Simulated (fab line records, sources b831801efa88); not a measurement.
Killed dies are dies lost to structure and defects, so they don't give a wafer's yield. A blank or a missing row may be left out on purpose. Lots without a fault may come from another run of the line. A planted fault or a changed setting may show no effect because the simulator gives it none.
One fault seen from 2 desks | flow sky130 | each desk has only its own numbers; what lay behind them comes last

THE METROLOGY DESK
What the gauges read, lot by lot, whatever tool the lot ran on: means of the sampled wafers that have a number. A lot is out of limits, marked OUT, if its mean lies more than 4 standard deviations from the usual mean; the brackets give that distance.
Columns: A = cd_nm at SKY_VT_ADJUST_HVTP_CD_MEAS_07, usual 379.5 nm; B = VT_ADJUST_HVTP_OVL at SKY_VT_ADJUST_HVTP_OVL_MEAS_08, usual -0.2 nm; C = VT_ADJUST_HVTP_TW at SKY_VT_ADJUST_HVTP_TW_MEAS_11, usual 1363; D = VT_ADJUST_LVTN_OVL at SKY_VT_ADJUST_LVTN_OVL_MEAS_07, usual -1.0 nm
lot  | first seen here | A     | B    | C    | D
L871 | day 6 17:30     | 380.5 | 0.0  | 1366 | -1.2
L878 | day 8 07:39     | 376.5 | -1.7 | 1368 | -2.2
L883 | day 9 18:16     | 380.1 | 0.6  | 1347 | 198.3 (+99 or more) OUT
L885 | day 10 04:32    | 375.4 | -0.2 | 1369 | 197.2 (+99 or more) OUT
L886 | day 10 13:29    | 379.5 | 0.0  | 1372 | 197.2 (+99 or more) OUT
L888 | day 11 07:00    | 376.0 | -1.8 | 1349 | -1.3
L889 | day 11 13:55    | 379.8 | -0.4 | 1372 | 1.3
This desk's finding: out of limits on L883, L885, L886; first on L883, day 10 16:38 (VT_ADJUST_LVTN_OVL at SKY_VT_ADJUST_LVTN_OVL_MEAS_07). In limits: L871, L878, L888, L889.

THE TOOL OWNER'S DESK: iline_stepper-02
The tool's own readings at SKY_VT_ADJUST_LVTN_EXPOSE_04 (exposes mask NWM COMPLEMENT LESS NATIVE, target cd 840 nm): means of the sampled wafers that have a number, for each lot that ran on this tool. A lot is out of limits, marked OUT, if its mean lies more than 4 standard deviations from the usual mean; the brackets give that distance.
Columns: A = focus_offset_nm at SKY_VT_ADJUST_LVTN_EXPOSE_04, usual 0.0 nm
lot  | first seen here | A
L871 | day 7 03:09     | -0.5
L883 | day 10 05:26    | -0.2
L885 | day 10 16:29    | 0.3
L886 | day 11 00:53    | 0.8
This desk's finding: nothing out of limits on any of the 4 lots.

PUT TOGETHER
The metrology desk could have raised an alarm at day 10 16:38, on L883, L885, L886.
The tool owner's desk saw nothing out of limits.
The tool owner's desk has L883, L885, L886 on record, within its limits.
Of the lots named, all ran SKY_VT_ADJUST_LVTN_EXPOSE_04 on iline_stepper-02.

WHAT THE SIMULATOR HAD PUT IN
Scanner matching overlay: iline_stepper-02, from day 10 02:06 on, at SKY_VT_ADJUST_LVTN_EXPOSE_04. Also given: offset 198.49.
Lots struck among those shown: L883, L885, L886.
Hours from the fault's start to each desk's first reading out of limits: the metrology desk, 15.
